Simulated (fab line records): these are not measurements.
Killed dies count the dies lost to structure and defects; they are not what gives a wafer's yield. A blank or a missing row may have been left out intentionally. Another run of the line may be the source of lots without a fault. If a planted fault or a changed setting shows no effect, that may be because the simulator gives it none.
Which tool did it?    flow sky130    6 lots with 18 wafers sampled at 3 steps, on a route of 708 steps

WHAT THE GAUGES SHOWED, per wafer
SKY_LDD_HVN_TW_MEAS_10.
lot   measured      on             LDD_HVN_TW
L427  day 21 19:23  film-metro-02  1437 1448 1454
L437  day 25 00:10  film-metro-03  2576 2582 2573
L440  day 25 19:02  film-metro-02  1430 1445 1441
L444  day 27 08:34  film-metro-02  1448 1443 1441
L446  day 27 23:05  film-metro-02  1448 1445 1447
L448  day 28 12:17  film-metro-03  1440 1435 1437

WHICH TOOL RAN EACH LOT (tool, then ch and the chambers of the sampled wafers, then the start)
lot   SKY_POLY_GATE_ETCH_15               SKY_LDD_HVN_IMPLANT_08
L427  rie-diel-02 ch 0,1, day 17 16:57    implanter-02 ch 0, day 21 19:08
L437  rie-diel-01 ch 1,2, day 21 04:07    implanter-01 ch 0, day 24 23:56
L440  rie-diel-02 ch 0,3, day 21 22:03    implanter-04 ch 0, day 25 18:47
L444  rie-diel-01 ch 1,2,3, day 23 13:00  implanter-02 ch 0, day 27 08:22
L446  rie-diel-01 ch 1,2,3, day 24 03:33  implanter-02 ch 0, day 27 22:52
L448  rie-diel-02 ch 0,2, day 24 18:30    implanter-01 ch 0, day 28 12:02
- SKY_POLY_GATE_ETCH_15: etches BARC in N2/H2, stops on SiO2, time 118.5 s, target depth 110 nm.
- SKY_LDD_HVN_IMPLANT_08

THE ANSWER, worked out from the rows above alone
Rule: the lots themselves supply what counts as usual. Put in order of their means at a reading, lots are off if they are a third of the lots or fewer, leave a main group of 4 or more, and stand apart from it by a gap of 3 or more times the standard deviation of the main group's means; of several such gaps the widest counts. The tables above print the reading to a certain number of digits; a main group whose means all agree to those digits is not used. A lot without any number at a reading at which 4 lots or more have one is off too. All remaining lots with rows at the step are treated as sound.
Off: L437, at SKY_LDD_HVN_TW_MEAS_10 (LDD_HVN_TW). For the main group the mean is 1443 and the standard deviation 3.9.
A tool fits if, at a process step before that reading, it ran every lot that is off, and no sound lot after the first of them. The gauges at SKY_LDD_HVN_TW_MEAS_10 are tried like those tools. No candidate that was tried fits.

WHAT WAS PUT IN BY THE SIMULATOR
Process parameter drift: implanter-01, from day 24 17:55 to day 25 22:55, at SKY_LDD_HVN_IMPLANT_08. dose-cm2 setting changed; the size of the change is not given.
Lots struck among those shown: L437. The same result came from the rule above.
